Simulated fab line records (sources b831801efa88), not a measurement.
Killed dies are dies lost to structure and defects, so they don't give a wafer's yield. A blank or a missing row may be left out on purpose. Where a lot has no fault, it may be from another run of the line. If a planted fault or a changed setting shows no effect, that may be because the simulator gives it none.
Which tool did it? ; flow gf180mcu ; 39 wafers from 13 lots sampled at 5 of the route's 602 steps

WHAT THE GAUGES READ, wafer by wafer
GF_MIM_RS_MEAS_10: measurement is done with a four-point probe.
lot;measured;on;MIM_ALCU_RS (ohm/sq)
L213;day 25 08:00;film_metro-03;0.1570 0.1571 0.1575
L214;day 25 14:50;film_metro-02;0.1622 0.1599 0.1624
L215;day 25 19:47;film_metro-03;0.1576 0.1578 0.1576
L216;day 26 05:32;film_metro-03;0.1609 0.1609 0.1604
L217;day 26 10:51;film_metro-02;0.1597 0.1588 0.1604
L218;day 26 19:00;film_metro-03;0.1615 0.1614 0.1614
L219;day 27 09:22;film_metro-04;0.1599 0.1608 0.1604
L220;day 27 14:19;film_metro-04;0.1583 0.1607 0.1606
L221;day 27 21:26;film_metro-03;0.1598 0.1584 0.1592
L222;day 28 05:04;film_metro-02;0.1605 0.1600 0.1602
L232;day 30 22:50;film_metro-02;0.1615 0.1602 0.1603
L233;day 31 08:55;film_metro-03;0.1586 0.1597 0.1599
L234;day 31 13:22;film_metro-03;0.1598 0.1620 0.1609

GF_V5_THK_MEAS_03.
lot;measured;on;V5_CVD_02_THK (nm)
L213;day 27 04:01;film_metro-04;1438 1439 1433
L214;day 27 09:40;film_metro-04;1435 1434 1470
L215;day 27 15:04;film_metro-03;1430 1453 1424
L216;day 28 00:44;film_metro-01;1426 1443 1437
L217;day 28 05:25;film_metro-04;1462 1471 1480
L218;day 28 13:29;film_metro-04;1414 1436 1462
L219;day 29 03:37;film_metro-03;1440 1441 1446
L220;day 29 07:28;film_metro-01;1449 1442 1434
L221;day 29 14:16;film_metro-04;1426 1449 1444
L222;day 29 22:04;film_metro-01;1569 1412 1602
L232;day 32 10:38;film_metro-03;1451 1449 1462
L233;day 32 22:05;film_metro-04;1445 1461 1471
L234;day 33 01:02;film_metro-03;1450 1474 1467

GF_V5_OVL_MEAS_15.
lot;measured;on;V5_OVL (nm)
L213;day 28 01:47;overlay-02;-1 -2 0
L214;day 28 07:05;overlay-01;-4 5 -5
L215;day 28 11:44;overlay-02;1 8 -2
L216;day 28 21:09;overlay-01;5 10 15
L217;day 29 01:57;overlay-02;1 2 -6
L218;day 29 09:51;overlay-01;-5 10 5
L219;day 29 23:59;overlay-01;7 11 6
L220;day 30 03:59;overlay-02;-2 0 4
L221;day 30 09:36;overlay-02;1 2 6
L222;day 30 18:03;overlay-01;0 6 11
L232;day 33 03:56;overlay-02;-1 -5 11
L233;day 33 14:47;overlay-01;-6 2 8
L234;day 33 17:35;overlay-01;1 -2 0

EACH LOT AND THE TOOL THAT RAN IT (in order: tool; ch and the chambers of the sampled wafers; start)
lot;GF_MIM_SPUTTER_09;GF_V5_CVD_02
L213;pvd_sputter-03, day 25 07:58;pecvd-01 ch 0,1,2, day 27 03:54
L214;pvd_sputter-04, day 25 14:49;pecvd-02 ch 0,1,2, day 27 09:34
L215;pvd_sputter-03, day 25 19:46;pecvd-01 ch 0,1,2, day 27 14:58
L216;pvd_sputter-04, day 26 05:28;pecvd-04 ch 0,1, day 28 00:37
L217;pvd_sputter-04, day 26 10:47;pecvd-01 ch 1,2, day 28 05:17
L218;pvd_sputter-02, day 26 18:57;pecvd-04 ch 0,2, day 28 13:22
L219;pvd_sputter-04, day 27 09:18;pecvd-02 ch 0,1, day 29 03:31
L220;pvd_sputter-03, day 27 14:17;pecvd-02 ch 0,1,2, day 29 07:22
L221;pvd_sputter-02, day 27 21:22;pecvd-04 ch 0,1, day 29 14:09
L222;pvd_sputter-04, day 28 05:01;pecvd-04 ch 1,2, day 29 21:56
L232;pvd_sputter-04, day 30 22:49;pecvd-01 ch 1,2, day 32 10:31
L233;pvd_sputter-02, day 31 08:53;pecvd-01 ch 1,2, day 32 21:59
L234;pvd_sputter-04, day 31 13:19;pecvd-01 ch 0,2, day 33 00:55
- GF_MIM_SPUTTER_09: material TiN, target thk 35 nm, time 29.2 s.
- GF_V5_CVD_02: deposits SiO2 from TEOS, target thk 1450 nm, time 163.28 s.

WHAT THE TOOLS THEMSELVES READ (means of the sampled wafers that have a number; where no wafer has one, the mark that the record gives instead)
GF_MIM_SPUTTER_09.
lot;tool;throttle_valve_pct (%)
L213;pvd_sputter-03;29.3
L214;pvd_sputter-04;30.2
L215;pvd_sputter-03;29.1
L216;pvd_sputter-04;30.7
L217;pvd_sputter-04;29.6
L218;pvd_sputter-02;29.4
L219;pvd_sputter-04;30.4
L220;pvd_sputter-03;28.9
L221;pvd_sputter-02;29.9
L222;pvd_sputter-04;30.4
L232;pvd_sputter-04;30.9
L233;pvd_sputter-02;30.6
L234;pvd_sputter-04;30.3

GF_V5_CVD_02.
lot;tool;heater_power_w (W)
L213;pecvd-01;682
L214;pecvd-02;606
L215;pecvd-01;649
L216;pecvd-04;604
L217;pecvd-01;630
L218;pecvd-04;575
L219;pecvd-02;637
L220;pecvd-02;649
L221;pecvd-04;614
L222;pecvd-04;671
L232;pecvd-01;678
L233;pecvd-01;654
L234;pecvd-01;643

THE ANSWER, worked out from the rows above alone
Rule: the usual values come from the lots themselves. Put in order of their means at a reading, lots are off if they are a third of the lots or fewer, leave a main group of 4 or more, and stand apart from it by a gap of 3 or more times the standard deviation of the main group's means; of several such gaps the widest counts. Not used: any main group whose means are identical at the precision the tables above print for the reading. Also off: a lot with no number at a reading for which 4 or more lots have one. Any other lot the step has rows for is counted as sound. After the gauges, taken in route order, come the tools' own readings; for these a lot's mean is taken, as printed above. At the first step where some lot is off, the reading lying furthest off is the one used; lots without a number count as furthest.
Off: at GF_V5_THK_MEAS_03 (V5_CVD_02_THK), L222. The main group: mean 1447 nm, standard deviation 12.
A tool fits if, at a process step before that reading, it ran every lot that is off, and no sound lot after the first of them. The gauges at GF_V5_THK_MEAS_03 are tried like those tools. This does not decide it: 2 tools fit, namely pecvd-04 at GF_V5_CVD_02 and film_metro-01 at GF_V5_THK_MEAS_03.

WHAT WAS PUT IN BY THE SIMULATOR
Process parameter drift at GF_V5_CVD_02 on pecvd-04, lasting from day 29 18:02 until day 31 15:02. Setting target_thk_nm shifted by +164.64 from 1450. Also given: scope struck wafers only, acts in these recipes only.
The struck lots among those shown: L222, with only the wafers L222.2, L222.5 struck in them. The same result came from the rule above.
